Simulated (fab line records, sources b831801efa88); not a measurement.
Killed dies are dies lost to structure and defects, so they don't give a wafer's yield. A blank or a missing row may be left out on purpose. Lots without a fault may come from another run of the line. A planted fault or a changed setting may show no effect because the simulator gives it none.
A struck lot beside a sound one | flow sky130 | 36 steps out of a route of 708
Sound: wafers L359.3, L359.4, L359.5. Struck: wafers L353.1, L353.5, L353.6. The cause comes at the end.
At each step with rows: each side's tool, then ch and its chambers, then its first start. Under that, the readings that differ: sound wafers | struck wafers | difference of the means | sigmas: that difference in standard deviations of wafers without a fault.
alike: readings whose means differ by less than 2 such deviations, and words and numbers that are the same on both sides. not compared: withheld readings, readings that some wafer has no value for, bounds like >300 that may hide the same value, and numbers for which the record gives no deviation and whose values overlap.
The two part at a step that has a row with sigmas, a row that says differs or no value, or rows on one side only. Numbers that don't overlap but have no deviation are shown without sigmas and don't part them. A reading that every wafer of one side lacks parts them only if that side has two wafers or more.

first, 10 steps without rows for these wafers: SKY_GATE_OXIDE_COAT_05 (resist thk 1140 nm); SKY_GATE_OXIDE_SOFTBAKE_06 (time 60 s); SKY_GATE_OXIDE_EXPOSE_07 (exposes mask LVOM, target cd 600 nm); SKY_GATE_OXIDE_PEB_08; SKY_GATE_OXIDE_DEVELOP_09 (develop time 60 s); SKY_GATE_OXIDE_IMPLANT_11; SKY_GATE_OXIDE_WET_ETCH_12 (etches SiO2 in dHF, target depth 16.8 nm, time 336 s); SKY_GATE_OXIDE_STRIP_13 (strips in O2/N2); SKY_GATE_OXIDE_CLEAN_15 (cleans in SC1/SC2, time 150 s); SKY_GATE_OXIDE_OXIDATION_16 (stabilise 600 s, purge 300 s, target thk 3.57 nm).
SKY_POLY_GATE_CVD_00: deposits poly-Si, target thk 180 nm, time 720 s.
  sound on lpcvd-01 ch 0, day 22 22:16; struck on lpcvd-01 ch 1, day 20 01:38
  reading                                       | sound                | struck               | difference | sigmas
  spike_tc_bottom_C (C)                         | 638.3 639.2 642.0    | 627.8 625.7 628.3    | -12.6      | -6
  spike_tc_centre_C (C)                         | 620.6 619.2 620.5    | 604.3 604.0 603.7    | -16.1      | -17
  spike_tc_lower_C (C)                          | 619.0 622.4 620.8    | 603.1 602.5 604.8    | -17.3      | -16
  spike_tc_top_C (C)                            | 639.3 640.9 639.2    | 623.6 622.4 621.2    | -17.4      | -16
  spike_tc_upper_C (C)                          | 619.5 619.4 619.4    | 606.7 605.1 605.9    | -13.5      | -8
  susceptor_temp_C (C)                          | 620.37 619.74 619.93 | 603.88 603.60 603.81 | -16.25     | -56
  zone_power_upper_pct (%)                      | 8.68 8.55 8.68       | 8.00 7.99 7.93       | -0.66      | -5
  model.poly-Si_of_POLY_GATE_CVD_00.thk_nm (nm) | 180.9 181.7 182.1    | 117.5 117 118.2      | -64.0      |
SKY_POLY_GATE_THK_MEAS_01:
  sound on film_metro-02, day 23 00:05; struck on film_metro-04, day 20 03:26
  reading                   | sound             | struck            | difference | sigmas
  POLY_GATE_CVD_00_THK (nm) | 181.0 181.6 182.2 | 117.5 117.0 118.2 | -64.0      | -36
then, 9 steps without rows for these wafers: SKY_RES_PROTECT_DEHYDRATE_00 (time 60 s); SKY_RES_PROTECT_HMDS_01 (prime time 60 s); SKY_RES_PROTECT_COAT_02 (resist thk 1140 nm); SKY_RES_PROTECT_SOFTBAKE_03 (time 60 s); SKY_RES_PROTECT_EXPOSE_04 (exposes mask RPM, target cd 1270 nm); SKY_RES_PROTECT_PEB_05; SKY_RES_PROTECT_DEVELOP_06 (develop time 60 s); SKY_POLY_GATE_IMPLANT_02; SKY_RES_PROTECT_STRIP_07 (strips in O2/N2).
SKY_RES_PROTECT_CLEAN_09: cleans in SC1/SC2, time 150 s.
  sound on wet_bench-01 ch 0, day 24 07:05; struck on wet_bench-03 ch 2, day 21 10:08
  reading                                       | sound           | struck            | difference | sigmas
  model.poly-Si_of_POLY_GATE_CVD_00.thk_nm (nm) | 180.3 181 181.4 | 116.9 116.4 117.6 | -63.9      |
then, 11 steps without rows for these wafers: SKY_POLY_GATE_CVD_03 (deposits Si3N4 from DCS/NH3, target thk 75 nm, time 1290 s); SKY_POLY_GATE_DEHYDRATE_05 (time 60 s); SKY_POLY_GATE_HMDS_06 (prime time 60 s); SKY_POLY_GATE_COAT_07 (resist thk 110 nm); SKY_POLY_GATE_COAT_08 (resist thk 450 nm); SKY_POLY_GATE_SOFTBAKE_09 (time 90 s); SKY_POLY_GATE_EXPOSE_10 (exposes mask P1M, target cd 150 nm); SKY_POLY_GATE_PEB_11; SKY_POLY_GATE_DEVELOP_12 (develop time 60 s); SKY_POLY_GATE_ETCH_15 (etches BARC in N2/H2, stops on SiO2, time 118.5 s, target depth 110 nm); SKY_POLY_GATE_ETCH_16 (etches Si3N4 in CH3F/O2, stops on poly-Si, time 147.5 s, target depth 75 nm).
SKY_POLY_GATE_ETCH_17: etches poly-Si in HBr/Cl2, stops on SiO2, target depth 180 nm, time 70.5 s.
  sound on rie_si-02 ch 0,3, day 26 17:03; struck on rie_si-02 ch 0,1,2, day 22 19:06
  reading                               | sound             | struck            | difference | sigmas
  oes_product_au (a.u.)                 | 0.998 0.995 1.003 | 0.746 0.740 0.747 | -0.254     | -35
  model.POLY_GATE.feature_depth_nm (nm) | 180.3 181 181.4   | 116.9 116.4 117.6 | -63.9      |
  model.etch.depth_nm (nm)              | 180.3 181 181.4   | 116.9 116.4 117.6 | -63.9      |
  alike: chamber_pressure_mTorr, drypump_motor_current_A, throttle_valve_pct
  not compared: rf_hours_counter_h
then, 1 step without rows for these wafers: SKY_POLY_GATE_STRIP_18 (strips in O2/N2).
-- the record jumps here: 27 days lie between the struck wafers' starts before and after (it left off in module POLY_GATE and takes up again in module PAD_OPEN, whose first step shown is number 708 of the route) --
SKY_PAD_OPEN_PROBE_99:
  sound on prober-01, day 52 01:50; struck on prober-01, day 50 00:32
  reading                             | sound             | struck            | difference | sigmas
  model.etest.res_high_po.line_ohm_um | 748.3 746 739.6   | 1114 1101 1114    | +365       |
  model.etest.res_poly.line_ohm_um    | 515.6 501.8 506.3 | 773 778.9 777.8   | +269       |
  model.etest.tip_sonos.rs_ohm_sq     | 2691 2720 2706    | 2578 2520 2554    | -155       |
  model.etest.res_high_po.rs_ohm_sq   | 260.5 259.8 257.2 | 390.7 384.7 388.9 | +128.9     |
  model.etest.pfet_01v8.r_on_ohm_um   | 2816 2841 2763    | 3019 3082 2989    | +223       |
  model.etest.res_poly.rs_ohm_sq      | 48.19 47.07 47.39 | 74.8 74.94 74.47  | +27.2      |
  model.etest.cap_li_to_poly.c_af_um2 | 99.55 99.86 98.29 | 84.41 88.02 85.64 | -13.21     |
  model.etest.licon_poly.rc_ohm       | 149.6 149.3 149.7 | 156.9 156.4 164.6 | +9.8       |
  alike: killed_at_M0_to_M3, killed_at_M4_up, killed_at_contacts, killed_at_front_end, killed_at_other, killed_dies, killed_open, killed_short

WHERE THEY PART
First at SKY_POLY_GATE_CVD_00; last, within this record, at SKY_POLY_GATE_ETCH_17. Later steps at which nothing parts them and some readings are alike: SKY_PAD_OPEN_PROBE_99.

WHY: what the simulator had put in
Process parameter drift: lpcvd-01, from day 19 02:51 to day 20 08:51, at SKY_POLY_GATE_CVD_00. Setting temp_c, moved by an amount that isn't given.
